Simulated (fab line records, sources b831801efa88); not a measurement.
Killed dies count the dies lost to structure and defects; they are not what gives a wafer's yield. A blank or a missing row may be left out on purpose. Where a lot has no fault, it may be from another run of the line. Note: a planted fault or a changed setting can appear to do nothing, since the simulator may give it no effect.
Struck lot and sound lot, side by side / flow sky130 / 15 out of 708 route steps
Sound: these wafers, L879.1, L879.2, L879.4. Struck: wafer L883.2. (L883.1 of the same lot was not struck and is left out.) The cause comes at the end.
Each step with rows lists, per side, the tool, then ch with its chambers, then its first start. Under that, the readings that differ: sound wafers / struck wafers / difference of the means / sigmas: that difference in standard deviations of wafers without a fault.
alike: a reading whose means differ by less than 2 such deviations, as well as words and numbers matching on both sides. not compared: withheld readings; readings where some wafer has no value; bounds like >300 that might hide an equal value; numbers whose values overlap and for which the record gives no deviation.
The two part at a step that has a row with sigmas, a row that says differs or no value, or rows on one side only. Non-overlapping numbers with no deviation appear without sigmas and do not part them. A reading that every wafer of one side lacks parts them only if that side has two wafers or more.

first, 3 steps without rows for these wafers: SKY_METAL2_EXPOSE_12 (exposes mask MM2, target cd 140 nm); SKY_METAL2_PEB_13; SKY_METAL2_DEVELOP_14 (develop time 60 s).
SKY_METAL2_CD_MEAS_15 targets a cd of 140 nm.
  struck on cd_sem-01, day 43 19:45; sound on cd_sem-01, day 38 02:10
  alike: cd_nm
SKY_METAL2_OVL_MEAS_16:
  struck on overlay-02, day 43 19:52; sound on overlay-01, day 38 02:17
  alike: METAL2_OVL
SKY_METAL2_DESCUM_17: chemistry O2, time 8 s.
  sound on rie_metal-02 ch 0,1, day 38 02:20; struck on rie_metal-04 ch 1, day 43 19:54
reading=oes_product_au (a.u.); sound=1.011 0.989 0.994; struck=1.030; difference=+0.032; sigmas=+2
  alike: drypump_motor_current_A
  not compared: rf_hours_counter_h
SKY_METAL2_ETCH_18: etches BARC in N2/H2, stops on SiO2, time 45.9 s, target depth 60 nm.
  sound on rie_metal-02 ch 0,1, day 38 02:22; struck on rie_metal-04 ch 1, day 43 19:56
  alike: drypump_motor_current_A, oes_product_au, throttle_valve_pct
  not compared: rf_hours_counter_h
SKY_METAL2_METAL_ETCH_19: etches the open film in Cl2/BCl3, stops on SiO2, target depth 360 nm, time 78 s.
  sound on rie_metal-02 ch 0,1, day 38 02:25; struck on rie_metal-04 ch 1, day 43 20:00
  alike: drypump_motor_current_A, oes_product_au, throttle_valve_pct
  not compared: rf_hours_counter_h
SKY_METAL2_STRIP_20: strips in O2/N2.
  sound on plasma_asher-04 ch 0,1, day 38 02:31; struck on plasma_asher-04 ch 0, day 43 20:05
reading=strip_time_to_endpoint_s (s); sound=2.71 2.80 2.78; struck=2.62; difference=-0.14; sigmas=-2
  alike: drypump_motor_current_A, oes_product_au
  not compared: rf_hours_counter_h
then, 3 steps without rows for these wafers: SKY_METAL2_STRIP_21 (strips in post etch residue remover, time 1200 s); SKY_METAL2_CLEAN_22 (cleans in IPA, time 180 s); SKY_METAL2_CLEAN_23 (cleans in O3/DIW).
SKY_VIA2_HDPCVD_00: deposits SiO2, target thk 1180 nm, time 196.7 s.
  sound on hdpcvd-01 ch 0,1,2, day 38 03:06; struck on hdpcvd-01 ch 0, day 43 20:41
reading=run_length_s (s); sound=224.2 224.9 223.7; struck=215.7; difference=-8.6; sigmas=-20
reading=model.SiO2_of_VIA2_HDPCVD_00.thk_nm (nm); sound=1150 1177 1197; struck=1107; difference=-68; sigmas=
SKY_VIA2_THK_MEAS_01:
  struck on film_metro-04, day 43 20:49; sound on film_metro-02, day 38 03:14
reading=VIA2_HDPCVD_THK (nm); sound=1150 1178 1198; struck=1107; difference=-68; sigmas=-5
SKY_VIA2_CMP_02: polishes SiO2.
  sound on cmp-01 ch 0,1,3, day 38 03:17; struck on cmp-01 ch 1, day 43 20:52
  alike: motor_current_A

== WHERE THEY PART ==
First at SKY_METAL2_DESCUM_17; last, within this record, at SKY_VIA2_THK_MEAS_01. Later steps at which nothing parts them and some readings are alike: SKY_VIA2_CMP_02.

WHY: what had been put in by the simulator
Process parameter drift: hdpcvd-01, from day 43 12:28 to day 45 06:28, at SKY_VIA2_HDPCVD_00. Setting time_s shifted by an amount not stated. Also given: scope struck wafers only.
